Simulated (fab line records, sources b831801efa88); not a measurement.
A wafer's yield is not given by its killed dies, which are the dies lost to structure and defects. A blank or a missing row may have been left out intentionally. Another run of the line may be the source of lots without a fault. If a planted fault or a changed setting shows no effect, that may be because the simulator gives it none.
Code-filled problem report in 8D (eight disciplines) form -- flow sky130 -- the parts of the form that need people (team, actions taken, sign-off) are left out

== 1. THE ISSUE ==
At SKY_PAD_OPEN_PROBE_99, killed_at_M0_to_M3 averages 94 over 2 wafers from 2 lots, while fault-free wafers read 43, standard deviation 6.7. Relative to the usual mean, that is a shift of +7.7 standard deviations.
Earliest sighting: wafer L204.6 on prober-01 at day 49 23:49. The record has a number at this step for 36 wafers belonging to 12 lots. The rule behind "out" and "out of limits": a value lying over 4 standard deviations away from the usual mean. The other wafers with a number count as sound.

== 2. WHAT THIS IS AND IS NOT ==
question,is,is not
which readings at this step,killed_at_M0_to_M3,"killed_at_M4_up, killed at contacts, killed at other, killed open"
which lots,"L204, L205","L187, L188, L189, L190, L194, L196, L197, L198, L199, L209"
which wafers of those lots,"L204.6, L205.1","L204.2, L204.4, L205.4, L205.5"
read on which tools,prober-01,prober-02
when,from day 49 23:49,"up to then (29 sound wafers); but 5 sound wafers of L205, L209 came after"

== 3. WHAT RULES OUT EACH SUSPECT ==
Counting: any tool at a process step up to the reading remains a suspect provided it ran every lot that is out. Sound lots after the first of them don't rule it out here, since some wafers of a struck lot are sound.
- pvd sputter-03 at SKY_METAL1_SPUTTER_03 (material Ti, target thk 5 nm, time 3.3 s): kept. It ran every lot that is out, first L204 (day 37 07:35); its last sound lot up to then is L197 (day 35 08:43).
- prober-01 at SKY_PAD_OPEN_PROBE_99: kept. It ran every lot that is out, first L204 (day 49 23:37); its last sound lot up to then is L199 (day 49 00:29). Its own readings are out on those wafers: killed_at_M0_to_M3.
The count leaves prober-01 at SKY_PAD_OPEN_PROBE_99 and pvd sputter-03 at SKY_METAL1_SPUTTER_03.

== 4. THE CAUSE (what the simulator had put in) ==
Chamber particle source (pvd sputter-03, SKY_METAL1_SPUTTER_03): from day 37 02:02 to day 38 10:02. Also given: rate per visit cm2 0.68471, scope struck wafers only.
After counting, 2 suspects remain, this tool included.

== 5. SEQUENCE OF EFFECTS, ordered by route ==
One row per reading whose mean, taken over the struck wafers that have a number, lies over 3 standard deviations from the usual. Only readings whose record carries a usual standard deviation are examined. hours: median over the lots of the time between each lot's start at the first step of this table that gives one and its start at this step. sigmas: the change, counted in usual standard deviations.
hours,step,reading,usual,on struck wafers,change,sigmas
0,SKY_PAD_OPEN_PROBE_99,defect limited yield,82.4 %,74.4,-8.0,-4.2
0,SKY_PAD_OPEN_PROBE_99,killed_at_M0_to_M3,43,94,+52,+7.7
0,SKY_PAD_OPEN_PROBE_99,killed dies,87,126,+39,+4.2
0,SKY_PAD_OPEN_PROBE_99,sort_bin_3_pad_short,0.9 %,2.4,+1.5,+3.1
0,SKY_PAD_OPEN_PROBE_99,sort_bin_5_function,10.3 %,15.8,+5.4,+3.6
0,SKY_PAD_OPEN_PROBE_99,sort n pass,405,366,-39,-4.2
0,SKY_PAD_OPEN_PROBE_99,sort yield pct,82.4 %,74.4,-8.0,-4.2
It contains these process steps:
- SKY_PAD_OPEN_PROBE_99

== 6. WHAT WOULD HAVE CAUGHT IT SOONER ==
310 hours passed between the start of the fault at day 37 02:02 and the first reading out of limits in this record, taken at day 49 23:49.
No tool reading at SKY_METAL1_SPUTTER_03 that has a usual standard deviation in the record was out on any struck wafer, so an alarm limit of 4 standard deviations on those readings would not have fired.
All the lots that are out (2) had begun SKY_METAL1_SPUTTER_03 on pvd sputter-03 by day 49 23:49. A hold on the tool at that time would have spared none of them.
